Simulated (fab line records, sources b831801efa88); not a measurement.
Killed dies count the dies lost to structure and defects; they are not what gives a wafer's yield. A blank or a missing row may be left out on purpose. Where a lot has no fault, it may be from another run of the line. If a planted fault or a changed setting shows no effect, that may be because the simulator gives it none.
Which of the tools did it? + flow sky130 + 42 wafers from 14 lots sampled at 4 of the route's 708 steps

== WHAT THE GAUGES SHOWED, per wafer ==
SKY_LDD_HVP_TW_MEAS_10.
| lot  | measured     | on            | LDD_HVP_TW  |
|------|--------------|---------------|-------------|
| L970 | day 23 03:14 | film_metro-03 | 456 457 455 |
| L972 | day 23 09:19 | film_metro-03 | 453 455 454 |
| L973 | day 23 10:53 | film_metro-04 | 448 449 448 |
| L971 | day 23 11:10 | film_metro-03 | 455 457 455 |
| L975 | day 24 00:39 | film_metro-04 | 446 448 446 |
| L974 | day 24 00:58 | film_metro-04 | 445 447 446 |
| L976 | day 24 23:24 | film_metro-02 | 450 454 452 |
| L979 | day 26 03:33 | film_metro-02 | 450 452 451 |
| L978 | day 26 09:22 | film_metro-02 | 450 451 450 |
| L981 | day 26 15:19 | film_metro-02 | 449 451 451 |
| L980 | day 26 16:34 | film_metro-02 | 448 452 451 |
| L983 | day 27 06:43 | film_metro-02 | 449 450 449 |
| L984 | day 27 07:57 | film_metro-02 | 452 452 453 |
| L991 | day 29 13:29 | film_metro-02 | 451 452 452 |

SKY_SD_N_RS_MEAS_18: the measuring method here is four-point-probe.
| lot  | measured     | on            | RES_XHIGH_RS (ohm/sq) |
|------|--------------|---------------|-----------------------|
| L970 | day 29 07:14 | film_metro-04 | 331.1 332.1 330.9     |
| L972 | day 29 12:49 | film_metro-03 | 329.8 329.2 329.3     |
| L973 | day 29 13:55 | film_metro-03 | 329.9 329.9 331.1     |
| L971 | day 29 14:29 | film_metro-01 | 328.8 329.0 329.5     |
| L975 | day 30 03:52 | film_metro-01 | 328.8 329.6 328.9     |
| L974 | day 30 02:53 | film_metro-04 | 328.6 329.3 327.9     |
| L976 | day 31 01:04 | film_metro-04 | 328.3 327.7 327.7     |
| L979 | day 32 04:16 | film_metro-03 | 328.6 328.4 328.2     |
| L978 | day 32 06:45 | film_metro-04 | 329.9 329.0 330.5     |
| L981 | day 32 12:30 | film_metro-03 | 329.7 328.8 330.3     |
| L980 | day 32 14:48 | film_metro-01 | 328.0 327.6 328.6     |
| L983 | day 33 02:57 | film_metro-01 | 330.3 331.1 330.6     |
| L984 | day 33 02:59 | film_metro-04 | 331.2 331.0 330.6     |
| L991 | day 35 05:40 | film_metro-04 | 330.5 329.9 332.6     |

SKY_LI_CONTACT_RS_MEAS_22: the measuring method here is four-point-probe.
| lot  | measured     | on            | LI_CONTACT_W_RS (ohm/sq) |
|------|--------------|---------------|--------------------------|
| L970 | day 30 12:13 | film_metro-01 | 0.2869 0.2851 0.2870     |
| L972 | day 30 17:41 | film_metro-01 | 0.2829 0.2809 0.2819     |
| L973 | day 30 18:41 | film_metro-04 | 0.2848 0.2804 0.2803     |
| L971 | day 30 19:38 | film_metro-01 | 0.2868 0.2868 0.2853     |
| L975 | day 31 08:40 | film_metro-04 | 0.2879 0.2837 0.2852     |
| L974 | day 31 07:23 | film_metro-01 | 0.2832 0.2860 0.2811     |
| L976 | day 32 06:15 | film_metro-01 | 0.2857 0.2838 0.2839     |
| L979 | day 33 08:52 | film_metro-04 | 0.2874 0.2874 0.2829     |
| L978 | day 33 11:16 | film_metro-01 | 0.2832 0.2804 0.2838     |
| L981 | day 33 16:38 | film_metro-04 | 0.2865 0.2894 0.2865     |
| L980 | day 33 17:53 | film_metro-03 | 0.2839 0.2832 0.2853     |
| L983 | day 34 06:52 | film_metro-04 | 0.2840 0.2882 0.2829     |
| L984 | day 34 06:59 | film_metro-01 | 0.2823 0.2853 0.2862     |
| L991 | day 36 03:47 | film_metro-01 | 0.2878 0.2888 0.2886     |

== EACH LOT AND THE TOOL THAT RAN IT (in order: tool; ch and the chambers of the sampled wafers; start) ==
| lot  | SKY_SD_P_DEVELOP_06               |
|------|-----------------------------------|
| L970 | litho_track-01 ch 0, day 26 21:18 |
| L972 | litho_track-02 ch 0, day 27 03:19 |
| L973 | litho_track-03 ch 0, day 27 04:08 |
| L971 | litho_track-01 ch 0, day 27 06:57 |
| L975 | litho_track-02 ch 0, day 27 17:08 |
| L974 | litho_track-01 ch 0, day 27 17:00 |
| L976 | litho_track-02 ch 0, day 28 16:17 |
| L979 | litho_track-02 ch 0, day 29 19:35 |
| L978 | litho_track-03 ch 0, day 29 23:28 |
| L981 | litho_track-02 ch 0, day 30 04:53 |
| L980 | litho_track-03, day 30 07:22      |
| L983 | litho_track-03, day 30 19:43      |
| L984 | litho_track-01 ch 0, day 30 20:19 |
| L991 | litho_track-03 ch 0, day 33 00:50 |
- SKY_SD_P_DEVELOP_06: develop time 60 s.

== AS READ BY THE TOOLS THEMSELVES (means over the sampled wafers that have a number; for cases with no such wafer, the mark the record gives instead) ==
SKY_SD_P_DEVELOP_06.
| lot  | tool           | chill_plate_temp_C (C) |
|------|----------------|------------------------|
| L970 | litho_track-01 | 23.18                  |
| L972 | litho_track-02 | 23.00                  |
| L973 | litho_track-03 | 22.96                  |
| L971 | litho_track-01 | 23.03                  |
| L975 | litho_track-02 | 22.92                  |
| L974 | litho_track-01 | 22.88                  |
| L976 | litho_track-02 | 22.97                  |
| L979 | litho_track-02 | 23.05                  |
| L978 | litho_track-03 | 23.01                  |
| L981 | litho_track-02 | 23.05                  |
| L980 | litho_track-03 | -                      |
| L983 | litho_track-03 | -                      |
| L984 | litho_track-01 | 22.97                  |
| L991 | litho_track-03 | 23.12                  |

== THE ANSWER, worked out from the rows above alone ==
Rule: what is usual is taken from the lots themselves. The widest of any qualifying gaps counts: lots, ordered by their means at a reading, are off when they make up no more than a third of the lots, leave a main group of 4 or more, and stand apart from it by 3 or more times the standard deviation of that group's means. A main group whose means are all the same, to the digits that the tables above print for the reading, isn't used. Also off: a lot with no number at a reading for which 4 or more lots have one. Where the step has rows for the other lots, those lots are counted as sound. After the gauges, taken in route order, come the tools' own readings; for these a lot's mean is taken, as printed above. At the first step where some lot is off, the reading lying furthest off is the one used; lots without a number count as furthest.
Off, at SKY_SD_P_DEVELOP_06 on chill_plate_temp_C: L980, L983. Without a number there: L980, L983. Mean 23.01 C and standard deviation 0.079 in the main group.
If a tool, at that step or one of the process steps before it, ran each lot that is off and ran no sound lot following the first of them, it fits. Not one of the candidates tried fits.

== WHAT HAD BEEN PUT IN BY THE SIMULATOR ==
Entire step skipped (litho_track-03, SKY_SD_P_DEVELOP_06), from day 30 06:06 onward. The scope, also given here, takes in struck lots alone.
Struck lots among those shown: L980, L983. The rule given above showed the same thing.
